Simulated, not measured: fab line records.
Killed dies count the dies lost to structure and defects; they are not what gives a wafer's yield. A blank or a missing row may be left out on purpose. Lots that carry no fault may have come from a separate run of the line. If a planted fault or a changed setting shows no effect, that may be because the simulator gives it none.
fab line records	flow sky130
record lots=24	wafers=72	lastDay=51
route steps=708 shown SD_P@328 VIA1@461 METAL2@498
lots untouched by any fault: they come from a run of this same line in which no faults occurred
startH: start of the lot's first displayed wafer, in hours after the record's first day	waitH: hours elapsed since this lot's preceding step	" as in the row above	L1.1+2: one row covering several wafers at once	- no value, or no start was given	* or withheld: withheld	< > ~ a bound
route shown NAME@n: a module of which the file shows steps, and the number in the route of the first	usual: mean/standard deviation taken from wafers without a fault	same: alike in all rows	chamber/n: place in a boat	sites: per-site readings	_std_site: the values' standard deviation	_edge_site: mean of outer sites minus mean of inner sites	radiusMm: for every site, how far away it sits from the centre of the wafer	mask NAME#n: copy n	behind: tool/chamber where the wafer was last shaped	hold: reason for holding the lot/hours on hold/outcome of the hold	device: names the non-switching transistor (n, p or np)	end of line: the same wafers' tests at the end of the route	a step without rows: its recipe alone	killed: dies lost to structure and defects at the first sort, not the wafer's yield	map: per-die view of a wafer (x killed, . not killed, _ where there is no die)
set.NAME: the setting the step ran with; set.NAME@STEP: the setting that earlier step ran with	model.NAME: the simulator's own value behind a step, which no gauge read
the route's steps for a sample of lots (tables are steps, rows are wafers)
services: a tool's chamber out of use, with start hour (startH, from the record's first day; less than 0 if before it), hours out, and reason
## steps
# step SKY_SD_P_OVL_MEAS_08
# usual SD_P_OVL=-0.5/1.3
lot.wafer	tool	chamber	startH	waitH	SD_P_OVL[nm]
L074.3	overlay-02	-	591.85	0.1	-2.2
L074.4	"	-	"	"	-2.2
L074.5	"	-	"	"	-1.5
L076.2	overlay-01	-	619.46	0.1	-0.4
L076.3	"	-	"	"	0.0
L076.5	"	-	"	"	-0.5
L075.2	overlay-02	-	621.31	0.1	0.0
L075.3	"	-	"	"	-1.3
L075.5	"	-	"	"	-1.2
L078.2	overlay-02	-	626.79	0.1	-1.8
L078.3	"	-	"	"	-1.6
L078.4	"	-	"	"	0.1
L077.2	overlay-02	-	628.04	0.1	-0.7
L077.5	"	-	"	"	-0.1
L077.6	"	-	"	"	2.0
L079.1	overlay-02	-	636.06	0.1	-2.5
L079.2	"	-	"	"	-1.9
L079.4	"	-	"	"	-2.6
L080.1	overlay-02	-	636.36	0.1	-1.2
L080.2	"	-	"	"	-3.3
L080.6	"	-	"	"	-2.2
L081.3	overlay-01	-	654.45	0.1	-0.5
L081.5	"	-	"	"	0.5
L081.6	"	-	"	"	1.7
L083.2	overlay-01	-	667.64	0.1	-1.3
L083.5	"	-	"	"	-1.2
L083.6	"	-	"	"	-1.0
L082.4	overlay-01	-	668.88	0.1	-1.8
L082.5	"	-	"	"	-1.3
L082.6	"	-	"	"	-1.6
L084.2	overlay-02	-	675.01	0.1	-1.5
L084.3	"	-	"	"	-1.3
L084.6	"	-	"	"	-1.5
L085.2	overlay-01	-	694.96	0.1	-0.5
L085.3	"	-	"	"	2.0
L085.5	"	-	"	"	1.2
L086.1	overlay-01	-	696.36	0.1	-0.2
L086.2	"	-	"	"	-0.1
L086.5	"	-	"	"	0.4
L087.3	overlay-02	-	700.45	0.1	-1.2
L087.4	"	-	"	"	-2.1
L087.6	"	-	"	"	-2.8
L088.2	overlay-01	-	716.91	0.1	1.8
L088.3	"	-	"	"	0.3
L088.5	"	-	"	"	0.2
L089.1	overlay-01	-	726.74	0.1	-1.6
L089.2	"	-	"	"	-1.5
L089.3	"	-	"	"	-1.0
L090.3	overlay-02	-	730.22	0.1	0.4
L090.4	"	-	"	"	-0.3
L090.6	"	-	"	"	-0.1
L091.3	overlay-02	-	732.17	0.1	-0.2
L091.4	"	-	"	"	0.1
L091.5	"	-	"	"	0.9
L092.2	overlay-02	-	742.66	0.1	-1.3
L092.4	"	-	"	"	-3.1
L092.6	"	-	"	"	-1.7
L094.3	overlay-02	-	752.34	0.1	1.1
L094.4	"	-	"	"	0.6
L094.5	"	-	"	"	0.6
L093.3	overlay-02	-	753.55	0.1	-1.8
L093.5	"	-	"	"	0.0
L093.6	"	-	"	"	-1.5
L096.1	overlay-01	-	801.06	0.1	-0.3
L096.3	"	-	"	"	-2.7
L096.6	"	-	"	"	0.1
L097.1	overlay-02	-	802.24	0.1	1.0
L097.2	"	-	"	"	1.1
L097.6	"	-	"	"	0.4
L095.2	overlay-02	-	804.16	0.1	-2.1
L095.3	"	-	"	"	-0.9
L095.4	"	-	"	"	-0.9
# step SKY_VIA1_BOW_MEAS_03
# recipe mode=bow
# usual VIA1_BOW=81/7.1
lot.wafer	tool	chamber	startH	waitH	VIA1_BOW[um]
L074.3	filmMetro-02	-	768.79	0.3	81
L074.4	"	-	"	"	82
L074.5	"	-	"	"	86
L076.2	filmMetro-03	-	794.99	0.3	75
L076.3	"	-	"	"	89
L076.5	"	-	"	"	78
L075.2	filmMetro-04	-	795.34	0.1	84
L075.3	"	-	"	"	76
L075.5	"	-	"	"	83
L078.2	filmMetro-02	-	801.35	0.2	90
L078.3	"	-	"	"	84
L078.4	"	-	"	"	84
L077.2	filmMetro-03	-	802.29	0.2	85
L077.5	"	-	"	"	85
L077.6	"	-	"	"	88
L079.1	filmMetro-03	-	808.64	0.2	85
L079.2	"	-	"	"	69
L079.4	"	-	"	"	77
L080.1	filmMetro-02	-	808.99	0.1	77
L080.2	"	-	"	"	69
L080.6	"	-	"	"	81
L081.3	filmMetro-04	-	826.36	0.2	91
L081.5	"	-	"	"	80
L081.6	"	-	"	"	95
L083.2	filmMetro-02	-	839.17	0.2	91
L083.5	"	-	"	"	80
L083.6	"	-	"	"	93
L082.4	filmMetro-04	-	841.06	0.2	86
L082.5	"	-	"	"	86
L082.6	"	-	"	"	93
L084.2	filmMetro-04	-	845.27	0.2	77
L084.3	"	-	"	"	67
L084.6	"	-	"	"	81
L085.2	filmMetro-04	-	863.43	0.3	85
L085.3	"	-	"	"	82
L085.5	"	-	"	"	87
L086.1	filmMetro-03	-	865.85	0.1	82
L086.2	"	-	"	"	87
L086.5	"	-	"	"	90
L087.3	filmMetro-02	-	869.12	0.2	80
L087.4	"	-	"	"	67
L087.6	"	-	"	"	75
L088.2	filmMetro-03	-	882.09	0.2	81
L088.3	"	-	"	"	75
L088.5	"	-	"	"	85
L089.1	filmMetro-04	-	893.04	0.2	79
L089.2	"	-	"	"	84
L089.3	"	-	"	"	76
L090.3	filmMetro-03	-	895.41	0.2	84
L090.4	"	-	"	"	74
L090.6	"	-	"	"	81
L091.3	filmMetro-02	-	897.22	0.2	88
L091.4	"	-	"	"	85
L091.5	"	-	"	"	84
L092.2	filmMetro-03	-	907.84	0.1	75
L092.4	"	-	"	"	83
L092.6	"	-	"	"	85
L094.3	filmMetro-04	-	916.86	0.1	73
L094.4	"	-	"	"	81
L094.5	"	-	"	"	69
L093.3	filmMetro-02	-	918.26	0.2	76
L093.5	"	-	"	"	76
L093.6	"	-	"	"	91
L096.1	filmMetro-02	-	961.57	0.1	89
L096.3	"	-	"	"	78
L096.6	"	-	"	"	71
L097.1	filmMetro-03	-	963.32	0.1	77
L097.2	"	-	"	"	72
L097.6	"	-	"	"	86
L095.2	filmMetro-04	-	966.69	0.2	95
L095.3	"	-	"	"	86
L095.4	"	-	"	"	80
# step SKY_VIA1_ETCH_15
# recipe target=SiO2	chemistry=C4F8/O2/Ar	targetDepthNm=351	stopOn=TiN	maskMaterial=KrF-thick	sourceW=1500	biasW=1200	pressureMtorr=40	c4f8FlowSccm=withheld	O2_flow_sccm=6	Ar_flow_sccm=300	timeS=54
# usual biasW=1200/3.4	oesProductAu=0.982/0.0067
lot.wafer	tool	chamber	startH	waitH	biasW	oesProductAu	rfHoursCounterH
L074.3	rieDiel-01	0	795.44	0.0	1195	0.988	4
L074.4	"	1	"	"	1202	0.984	11
L074.5	"	0	"	"	1200	0.976	-
L076.2	rieDiel-04	0	821.28	0.0	1202	0.974	15
L076.3	"	2	"	"	1194	0.984	7
L076.5	"	1	"	"	1203	0.971	-
L075.2	rieDiel-01	2	821.84	0.0	1204	0.981	16
L075.3	"	3	"	"	1198	0.985	7
L075.5	"	3	"	"	1202	0.986	-
L078.2	rieDiel-04	2	827.68	0.0	1200	0.992	7
L078.3	"	0	"	"	1204	0.966	15
L078.4	"	1	"	"	1193	0.976	5
L077.2	rieDiel-01	2	828.34	0.0	1202	0.984	16
L077.5	"	2	"	"	1200	0.981	-
L077.6	"	1	"	"	1198	0.988	-
L079.1	rieDiel-04	1	834.94	0.0	1196	0.984	5
L079.2	"	0	"	"	1203	0.974	15
L079.4	"	3	"	"	1200	0.973	7
L080.1	rieDiel-01	2	835.54	0.0	1199	0.980	17
L080.2	"	1	"	"	1197	0.977	13
L080.6	"	1	"	"	1203	0.985	-
L081.3	rieDiel-01	3	852.58	0.0	1199	0.989	7
L081.5	"	2	"	"	1203	0.981	-
L081.6	"	1	"	"	1202	0.983	-
L083.2	rieDiel-04	1	865.14	0.0	1199	0.977	6
L083.5	"	0	"	"	1203	0.974	-
L083.6	"	1	"	"	1195	0.982	-
L082.4	rieDiel-01	2	866.69	0.0	1202	0.979	17
L082.5	"	1	"	"	1203	0.992	-
L082.6	"	2	"	"	1196	0.984	-
L084.2	rieDiel-01	0	871.34	0.0	1196	0.985	6
L084.3	"	1	"	"	1197	0.986	13
L084.6	"	0	"	"	1200	0.983	-
L085.2	rieDiel-01	1	889.69	0.0	1205	0.991	14
L085.3	"	0	"	"	1203	0.992	6
L085.5	"	3	"	"	1205	0.988	-
L086.1	rieDiel-03	2	892.68	0.0	1203	0.977	23
L086.2	"	3	"	"	1199	0.989	5
L086.5	"	3	"	"	1200	0.981	-
L087.3	rieDiel-04	0	895.53	0.0	1204	0.985	18
L087.4	"	1	"	"	1203	0.975	-
L087.6	"	0	"	"	1204	0.974	-
L088.2	rieDiel-04	0	908.13	0.0	1208	0.957	18
L088.3	"	3	"	"	1200	0.991	9
L088.5	"	3	"	"	1197	0.981	-
L089.1	rieDiel-01	1	918.65	0.0	1197	0.977	15
L089.2	"	3	"	"	1196	0.991	9
L089.3	"	1	"	"	1206	0.977	-
L090.3	rieDiel-04	1	920.79	0.0	1196	0.975	8
L090.4	"	2	"	"	1199	0.982	10
L090.6	"	1	"	"	1197	0.974	-
L091.3	rieDiel-01	0	922.84	0.0	1199	0.969	7
L091.4	"	3	"	"	1199	0.980	10
L091.5	"	0	"	"	1203	0.993	-
L092.2	rieDiel-01	1	933.38	0.0	1200	0.983	15
L092.4	"	2	"	"	1208	0.990	19
L092.6	"	3	"	"	1200	0.974	-
L094.3	rieDiel-01	1	941.73	0.0	1203	0.980	16
L094.4	"	2	"	"	1197	0.991	20
L094.5	"	1	"	"	1194	0.974	-
L093.3	rieDiel-03	2	943.78	0.0	1198	0.983	25
L093.5	"	2	"	"	1204	0.986	-
L093.6	"	3	"	"	1193	0.981	-
L096.1	rieDiel-03	2	985.73	0.0	1196	0.991	26
L096.3	"	0	"	"	1201	0.986	18
L096.6	"	0	"	"	1202	0.986	-
L097.1	rieDiel-04	2	986.68	0.0	1199	0.981	12
L097.2	"	0	"	"	1203	0.979	20
L097.6	"	3	"	"	1202	0.981	-
L095.2	rieDiel-04	0	989.68	0.0	1199	0.973	20
L095.3	"	2	"	"	1200	0.982	12
L095.4	"	3	"	"	1204	0.989	12
# step SKY_VIA1_CVD_21
# recipe material=W	targetThkNm=270	timeS=80.902	tempC=400	pressureTorr=40
# usual heaterPowerW=953/100
lot.wafer	tool	chamber	startH	waitH	heaterPowerW
L074.3	cvdW-01	0	796.17	0.1	1021
L074.4	"	1	"	"	812
L074.5	"	0	"	"	1021
L076.2	cvdW-01	1	821.98	0.0	802
L076.3	"	0	"	"	1017
L076.5	"	1	"	"	829
L075.2	cvdW-02	1	822.54	0.0	1066
L075.3	"	1	"	"	1090
L075.5	"	1	"	"	1034
L078.2	cvdW-02	1	828.39	0.0	1061
L078.3	"	0	"	"	894
L078.4	"	1	"	"	1070
L077.2	cvdW-01	1	829.04	0.0	824
L077.5	"	0	"	"	1011
L077.6	"	1	"	"	832
L079.1	cvdW-02	0	835.67	0.0	887
L079.2	"	1	"	"	1070
L079.4	"	1	"	"	1080
L080.1	cvdW-01	1	836.31	0.0	823
L080.2	"	0	"	"	1016
L080.6	"	0	"	"	1000
L081.3	cvdW-02	1	853.33	0.1	1061
L081.5	"	1	"	"	1047
L081.6	"	0	"	"	876
L083.2	cvdW-01	0	865.87	0.1	1027
L083.5	"	0	"	"	1006
L083.6	"	0	"	"	1031
L082.4	cvdW-01	0	867.48	0.1	1049
L082.5	"	0	"	"	1033
L082.6	"	0	"	"	1002
L084.2	cvdW-01	0	872.04	0.0	1043
L084.3	"	0	"	"	1008
L084.6	"	1	"	"	830
L085.2	cvdW-02	0	890.39	0.0	904
L085.3	"	0	"	"	867
L085.5	"	1	"	"	1068
L086.1	cvdW-01	0	893.42	0.0	1048
L086.2	"	1	"	"	866
L086.5	"	0	"	"	1031
L087.3	cvdW-01	1	896.35	0.1	816
L087.4	"	0	"	"	1027
L087.6	"	0	"	"	1027
L088.2	cvdW-02	1	908.86	0.0	1069
L088.3	"	1	"	"	1106
L088.5	"	1	"	"	1078
L089.1	cvdW-01	0	919.41	0.0	924
L089.2	"	1	"	"	771
L089.3	"	0	"	"	928
L090.3	cvdW-02	1	921.56	0.1	1060
L090.4	"	0	"	"	907
L090.6	"	0	"	"	878
L091.3	cvdW-01	1	923.57	0.1	790
L091.4	"	0	"	"	922
L091.5	"	0	"	"	921
L092.2	cvdW-02	1	934.22	0.0	1080
L092.4	"	1	"	"	1076
L092.6	"	0	"	"	885
L094.3	cvdW-02	0	942.47	0.1	914
L094.4	"	1	"	"	1114
L094.5	"	0	"	"	885
L093.3	cvdW-02	1	944.56	0.1	1070
L093.5	"	0	"	"	873
L093.6	"	1	"	"	1080
L096.1	cvdW-02	0	986.49	0.0	886
L096.3	"	1	"	"	1101
L096.6	"	1	"	"	1088
L097.1	cvdW-01	1	987.38	0.0	794
L097.2	"	0	"	"	915
L097.6	"	0	"	"	933
L095.2	cvdW-02	1	990.48	0.0	1054
L095.3	"	1	"	"	1054
L095.4	"	0	"	"	914
# step SKY_METAL2_CD_MEAS_15
# recipe targetCdNm=140
# usual cdNm=140.4/1.4
lot.wafer	tool	chamber	startH	waitH	cdNm
L074.3	cdSem-01	-	823.36	-	140.5
L074.4	"	-	"	"	142.2
L074.5	"	-	"	"	141.9
L076.2	cdSem-02	-	848.86	-	141.5
L076.3	"	-	"	"	140.5
L076.5	"	-	"	"	140.0
L075.2	cdSem-02	-	849.81	-	139.4
L075.3	"	-	"	"	138.3
L075.5	"	-	"	"	139.7
L078.2	cdSem-02	-	854.81	-	139.7
L078.3	"	-	"	"	137.6
L078.4	"	-	"	"	139.3
L077.2	cdSem-02	-	856.06	-	139.6
L077.5	"	-	"	"	139.6
L077.6	"	-	"	"	142.1
L079.1	cdSem-02	-	862.49	-	140.2
L079.2	"	-	"	"	140.2
L079.4	"	-	"	"	139.9
L080.1	cdSem-02	-	863.19	-	138.7
L080.2	"	-	"	"	139.5
L080.6	"	-	"	"	140.0
L081.3	cdSem-01	-	880.01	-	140.5
L081.5	"	-	"	"	141.2
L081.6	"	-	"	"	141.8
L083.2	cdSem-01	-	893.11	-	138.9
L083.5	"	-	"	"	139.6
L083.6	"	-	"	"	140.1
L082.4	cdSem-02	-	894.30	-	138.7
L082.5	"	-	"	"	138.0
L082.6	"	-	"	"	137.9
L084.2	cdSem-01	-	898.51	-	140.3
L084.3	"	-	"	"	140.4
L084.6	"	-	"	"	140.6
L085.2	cdSem-02	-	916.26	-	142.6
L085.3	"	-	"	"	143.0
L085.5	"	-	"	"	141.4
L086.1	cdSem-01	-	919.07	-	142.1
L086.2	"	-	"	"	142.3
L086.5	"	-	"	"	142.7
L087.3	cdSem-02	-	922.48	-	141.7
L087.4	"	-	"	"	142.4
L087.6	"	-	"	"	143.0
L088.2	cdSem-02	-	934.81	-	141.1
L088.3	"	-	"	"	139.6
L088.5	"	-	"	"	141.1
L089.1	cdSem-02	-	944.67	-	142.9
L089.2	"	-	"	"	141.8
L089.3	"	-	"	"	142.4
L090.3	cdSem-02	-	947.53	-	140.8
L090.4	"	-	"	"	141.5
L090.6	"	-	"	"	140.9
L091.3	cdSem-01	-	949.28	-	139.5
L091.4	"	-	"	"	137.7
L091.5	"	-	"	"	137.9
L092.2	cdSem-01	-	959.84	-	140.7
L092.4	"	-	"	"	140.5
L092.6	"	-	"	"	139.6
L094.3	cdSem-02	-	967.63	-	141.3
L094.4	"	-	"	"	138.6
L094.5	"	-	"	"	139.4
L093.3	cdSem-02	-	969.76	-	140.8
L093.5	"	-	"	"	140.7
L093.6	"	-	"	"	140.6
L096.1	cdSem-02	-	1009.29	-	140.5
L096.3	"	-	"	"	139.4
L096.6	"	-	"	"	140.7
L097.1	cdSem-01	-	1011.24	-	138.2
L097.2	"	-	"	"	136.9
L097.6	"	-	"	"	138.4
L095.2	cdSem-01	-	1013.71	-	140.5
L095.3	"	-	"	"	141.9
L095.4	"	-	"	"	141.9
# step SKY_METAL2_ETCH_18
# recipe chemistry=N2/H2	target=BARC	ionEnergyEv=200	biasW=100	pressureMtorr=30	n2FlowSccm=100	h2FlowSccm=200	icpW=500	stopOn=SiO2	timeS=45.9	targetDepthA=600
# usual biasW=100.0/0.33	drypumpMotorCurrentA=5.8/0.32	oesProductAu=0.855/0.0051	throttleValvePct=13.224/0.0096
lot.wafer	tool	chamber	startH	waitH	biasW	drypumpMotorCurrentA	oesProductAu	rfHoursCounterH	throttleValvePct
L074.3	rieMetal-04	0	823.53	0.0	100.2	6.1	0.849	-	13.221
L074.4	"	1	"	"	99.7	5.3	0.853	-	13.222
L074.5	"	1	"	"	99.8	5.3	0.853	-	13.214
L076.2	rieMetal-04	1	849.03	0.0	100.0	5.3	0.861	10	13.224
L076.3	"	0	"	"	100.2	6.1	0.849	-	13.219
L076.5	"	1	"	"	99.6	5.3	0.857	-	13.220
L075.2	rieMetal-01	0	849.98	0.0	100.3	6.1	0.850	2	13.221
L075.3	"	1	"	"	100.3	5.8	0.860	-	13.233
L075.5	"	0	"	"	99.9	6.1	0.858	-	13.235
L078.2	rieMetal-03	1	854.98	0.0	100.5	5.9	0.845	9	13.214
L078.3	"	0	"	"	100.0	5.5	0.854	-	13.230
L078.4	"	1	"	"	100.5	5.9	0.849	-	13.231
L077.2	rieMetal-04	0	856.23	0.0	99.8	6.1	0.850	2	13.218
L077.5	"	1	"	"	99.9	5.3	0.850	-	13.222
L077.6	"	0	"	"	99.6	6.1	0.854	-	13.225
L079.1	rieMetal-03	0	862.68	0.0	100.5	5.5	0.856	14	13.217
L079.2	"	1	"	"	100.0	5.9	0.853	10	13.230
L079.4	"	1	"	"	100.1	5.9	0.856	-	13.217
L080.1	rieMetal-04	0	863.38	0.0	99.9	6.1	0.851	3	13.233
L080.2	"	1	"	"	99.5	5.3	0.858	10	13.221
L080.6	"	0	"	"	99.9	6.1	0.842	-	13.220
L081.3	rieMetal-01	0	880.18	0.0	100.5	6.1	0.858	-	13.220
L081.5	"	1	"	"	99.8	5.8	0.860	-	13.219
L081.6	"	0	"	"	100.2	6.1	0.848	-	13.220
L083.2	rieMetal-04	0	893.28	0.0	99.9	6.1	0.848	4	13.204
L083.5	"	1	"	"	99.7	5.3	0.861	-	13.227
L083.6	"	0	"	"	99.8	6.1	0.857	-	13.228
L082.4	rieMetal-04	1	894.45	0.0	100.0	5.3	0.857	-	13.236
L082.5	"	0	"	"	99.8	6.1	0.856	-	13.207
L082.6	"	1	"	"	100.5	5.3	0.848	-	13.235
L084.2	rieMetal-03	1	898.68	0.0	99.7	5.9	0.860	11	13.222
L084.3	"	0	"	"	100.5	5.5	0.854	-	13.246
L084.6	"	1	"	"	99.9	5.9	0.851	-	13.217
L085.2	rieMetal-03	1	916.43	0.0	99.7	5.9	0.845	11	13.227
L085.3	"	1	"	"	100.0	5.9	0.854	-	13.218
L085.5	"	1	"	"	99.8	5.9	0.857	-	13.240
L086.1	rieMetal-04	0	919.25	0.0	100.4	6.1	0.859	5	13.221
L086.2	"	1	"	"	100.6	5.3	0.853	13	13.234
L086.5	"	1	"	"	100.2	5.3	0.864	-	13.235
L087.3	rieMetal-01	1	922.65	0.0	99.9	5.8	0.854	-	13.210
L087.4	"	0	"	"	100.0	6.1	0.856	-	13.217
L087.6	"	1	"	"	100.4	5.8	0.852	-	13.235
L088.2	rieMetal-04	0	934.98	0.0	100.3	6.1	0.854	6	13.238
L088.3	"	0	"	"	100.3	6.1	0.866	-	13.232
L088.5	"	0	"	"	100.3	6.1	0.852	-	13.218
L089.1	rieMetal-03	0	944.85	0.0	99.9	5.5	0.856	18	13.239
L089.2	"	1	"	"	100.1	5.9	0.851	12	13.222
L089.3	"	1	"	"	99.5	5.9	0.852	-	13.223
L090.3	rieMetal-04	0	947.70	0.0	100.1	6.1	0.857	-	13.224
L090.4	"	1	"	"	99.3	5.3	0.861	-	13.241
L090.6	"	1	"	"	99.5	5.3	0.851	-	13.228
L091.3	rieMetal-03	0	949.45	0.0	100.2	5.5	0.854	-	13.216
L091.4	"	1	"	"	100.6	5.9	0.851	-	13.232
L091.5	"	0	"	"	100.3	5.5	0.852	-	13.224
L092.2	rieMetal-03	1	960.00	0.0	99.9	5.8	0.862	13	13.199
L092.4	"	1	"	"	99.7	5.9	0.859	-	13.238
L092.6	"	0	"	"	99.9	5.5	0.852	-	13.220
L094.3	rieMetal-04	0	967.80	0.0	100.4	6.1	0.853	-	13.223
L094.4	"	1	"	"	100.2	5.3	0.852	-	13.215
L094.5	"	1	"	"	99.9	5.3	0.852	-	13.232
L093.3	rieMetal-04	1	969.93	0.0	100.1	5.3	0.840	-	13.227
L093.5	"	1	"	"	99.7	5.3	0.859	-	13.228
L093.6	"	0	"	"	99.7	6.1	0.852	-	13.230
L096.1	rieMetal-04	0	1009.48	0.0	100.2	6.1	0.851	9	13.213
L096.3	"	0	"	"	100.0	6.1	0.859	-	13.224
L096.6	"	0	"	"	100.1	6.1	0.861	-	13.211
L097.1	rieMetal-01	0	1011.43	0.0	100.6	6.1	0.859	9	13.233
L097.2	"	1	"	"	100.3	5.8	0.859	18	13.232
L097.6	"	1	"	"	100.2	5.8	0.861	-	13.234
L095.2	rieMetal-01	0	1013.88	0.0	100.7	6.1	0.849	10	13.214
L095.3	"	1	"	"	99.5	5.8	0.854	-	13.235
L095.4	"	0	"	"	100.3	6.1	0.856	-	13.236
## services
tool	chamber	startH	hours	kind
rieDiel-01	-	786.51	1.4	repair
cvdW-02	-	799.67	2.8	pm
rieDiel-04	-	805.43	0.8	repair
rieDiel-01	3	814.84	3.9	repair
rieDiel-04	-	819.53	0.8	repair
rieDiel-01	3	834.20	5.4	repair
rieDiel-01	1	852.89	9.3	repair
cvdW-02	-	856.38	1.2	repair
rieDiel-03	2	860.47	7.9	repair
cvdW-01	1	863.11	6.3	repair
cvdW-01	-	866.41	0.7	repair
rieMetal-03	1	866.77	1.2	repair
rieDiel-03	0	868.68	2.4	repair
rieDiel-04	2	893.15	5.9	repair
rieDiel-03	3	899.94	4.7	repair
cvdW-01	-	904.00	14.0	pm
rieMetal-03	1	904.62	6.2	repair
rieDiel-01	0	909.25	10.0	repair
rieDiel-01	2	915.13	7.6	repair
rieDiel-01	-	945.82	2.8	pm
rieDiel-03	0	959.98	5.4	repair
rieMetal-04	-	984.47	2.8	pm
rieDiel-03	3	990.68	4.2	repair
rieDiel-03	2	998.88	7.7	repair
## key
fault none
